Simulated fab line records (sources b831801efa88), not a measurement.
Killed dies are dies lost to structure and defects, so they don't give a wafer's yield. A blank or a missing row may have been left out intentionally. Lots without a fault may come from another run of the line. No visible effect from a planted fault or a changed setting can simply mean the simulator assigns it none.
Struck lot and sound lot, side by side :: flow gf180mcu :: 29 out of 602 route steps
Sound: wafers L206.1, L206.2, L206.4. Struck: wafer L199.2. (L199.1, L199.6 of the same lot were not struck and are left out.) The cause comes at the end.
For every step that has rows: the tool of each side, followed by ch and its chambers, followed by its first start. Under that, the readings that differ: sound wafers :: struck wafers :: difference of the means :: sigmas: that difference in standard deviations of wafers without a fault.
alike: same words and numbers on both sides, and readings whose means sit less than 2 such deviations apart. not compared: any withheld reading, any reading some wafer has no value for, any bound like >300 that may hide the same value, and any number with overlapping values for which the record gives no deviation.
Wherever a step has rows on one side only, a row that says differs or no value, or a row with sigmas, the two part there. Numbers that have no deviation but don't overlap get no sigmas and don't part them. A reading missing from all wafers of one side parts the sides only when that side holds two or more wafers.

first, 4 steps without rows for these wafers: GF_V5_STRIP_19 (strips in post etch residue remover, time 1200 s); GF_V5_CLEAN_20 (cleans in DIW); GF_V5_SPUTTER_21 (material Ti, target thk 15 nm, time 80.02 s); GF_V5_SPUTTER_22 (material TiN, target thk 10 nm, time 40 s).
GF_V5_CVD_23: deposits W, target thk 350 nm, time 104.9 s.
  sound on cvdW-01 ch 0,1, day 30 23:41; struck on cvdW-01 ch 1, day 28 23:19
  alike: heaterPowerW
GF_V5_RS_MEAS_24: measurement is done with a four-point probe.
  sound on filmMetro-01 at day 30 23:47; struck on filmMetro-01 at day 28 23:32
reading: V5_W_RS (ohm/sq)
sound: 0.333 0.319 0.333
struck: 0.314
difference: -0.014
sigmas: -3
GF_V5_THK_MEAS_25: measures by xrf.
  sound on filmMetro-01 at day 30 23:55; struck on filmMetro-01 at day 28 23:39
reading: V5_W_THK (nm)
sound: 344 358 340
struck: 362
difference: +15
sigmas: +2
GF_V5_CMP_26: polishes, stops on SiO2, t overpolish 15 s, target thk 0 nm.
  sound on cmp-02 ch 0,1,2, day 30 23:58; struck on cmp-01 ch 3, day 28 23:50
  alike: motorCurrentA, overpolishRunS, timeToEndpointS
GF_TOP_METAL_SPUTTER_00: material Ti, target thk 37.5 nm, time 150 s.
  sound on pvdSputter-01 at day 31 00:16; struck on pvdSputter-03 at day 29 00:08
  alike: throttleValvePct
then, 3 steps without rows for these wafers: GF_TOP_METAL_SPUTTER_01 (material TiN, target thk 30 nm, time 25 s); GF_TOP_METAL_SPUTTER_02 (material AlCu, target thk 900 nm, time 47.82 s); GF_TOP_METAL_SPUTTER_03 (material Ti, target thk 5 nm, time 3.3 s).
GF_TOP_METAL_SPUTTER_04: material TiN, target thk 25 nm, time 20.8 s.
  sound on pvdSputter-01 at day 31 00:28; struck on pvdSputter-03 at day 29 00:19
reading: model.TiN_of_TOP_METAL_SPUTTER_04.thkNm (nm)
sound: 24.82 25.1 25.12
struck: 14.53
difference: -10.48
sigmas: 
  alike: throttleValvePct
GF_TOP_METAL_RS_MEAS_05: measurement is done with a four-point probe.
  sound on filmMetro-03 at day 31 00:29; struck on filmMetro-04 at day 29 00:25
  alike: TOP_METAL_ALCU_RS
GF_TOP_METAL_THK_MEAS_06: measures by xrf.
  sound on filmMetro-03 at day 31 00:37; struck on filmMetro-04 at day 29 00:32
reading: TOP_METAL_ALCU_THK (nm)
sound: 885 902 897
struck: 929
difference: +34
sigmas: +3
then, 7 steps without rows for these wafers: GF_TOP_METAL_DEHYDRATE_07 (time 60 s); GF_TOP_METAL_HMDS_08 (prime time 60 s); GF_TOP_METAL_COAT_09 (resist thk 1500 nm); GF_TOP_METAL_SOFTBAKE_10 (time 60 s); GF_TOP_METAL_EXPOSE_11 (exposes mask MetalTop, target cd 440 nm); GF_TOP_METAL_PEB_12; GF_TOP_METAL_DEVELOP_13 (develop time 60 s).
GF_TOP_METAL_CD_MEAS_14: target cd 440 nm.
  sound on cdSem-01 at day 31 18:03; struck on cdSem-02 at day 29 19:02
  alike: cdNm
GF_TOP_METAL_OVL_MEAS_15:
  sound on overlay-01 at day 31 18:10; struck on overlay-01 at day 29 19:09
  alike: TOP_METAL_OVL
GF_TOP_METAL_METAL_ETCH_16: etches the open film in Cl2/BCl3, stops on SiO2, target depth 1197 nm, time 199.5 s.
  sound on rieMetal-02 ch 0,1, day 31 18:13; struck on rieMetal-02 ch 1, day 29 19:11
  alike: drypumpMotorCurrentA, oesProductAu, throttleValvePct
  not compared: rfHoursCounterH
GF_TOP_METAL_STRIP_17: strips in O2/N2.
  sound on plasmaAsher-02 ch 0,1, day 31 18:24; struck on plasmaAsher-03 ch 0, day 29 19:23
reading: drypumpMotorCurrentA (A)
sound: 6.7 6.2 6.3
struck: 5.3
difference: -1.1
sigmas: -2
  alike: heaterPowerW, oesProductAu, stripTimeToEndpointS
  not compared: rfHoursCounterH
GF_TOP_METAL_STRIP_18: strips in post etch residue remover, time 1200 s.
  sound on wetBench-03 ch 0, day 31 18:30; struck on wetBench-03 ch 1, day 29 19:29
reading: model.TiN_of_TOP_METAL_SPUTTER_04.thkNm (nm)
sound: 24.4 24.68 24.7
struck: 14.12
difference: -10.47
sigmas: 
  alike: tempC
then, 2 steps without rows for these wafers: GF_TOP_METAL_CLEAN_19 (cleans in DIW); GF_PASSIVATION_PROBE_99.

## WHERE THEY PART
At GF_V5_RS_MEAS_24 first; at GF_TOP_METAL_STRIP_17 last (within this record only). Later steps at which nothing parts them and some readings are alike: GF_TOP_METAL_STRIP_18.

WHY: whatever the simulator had introduced
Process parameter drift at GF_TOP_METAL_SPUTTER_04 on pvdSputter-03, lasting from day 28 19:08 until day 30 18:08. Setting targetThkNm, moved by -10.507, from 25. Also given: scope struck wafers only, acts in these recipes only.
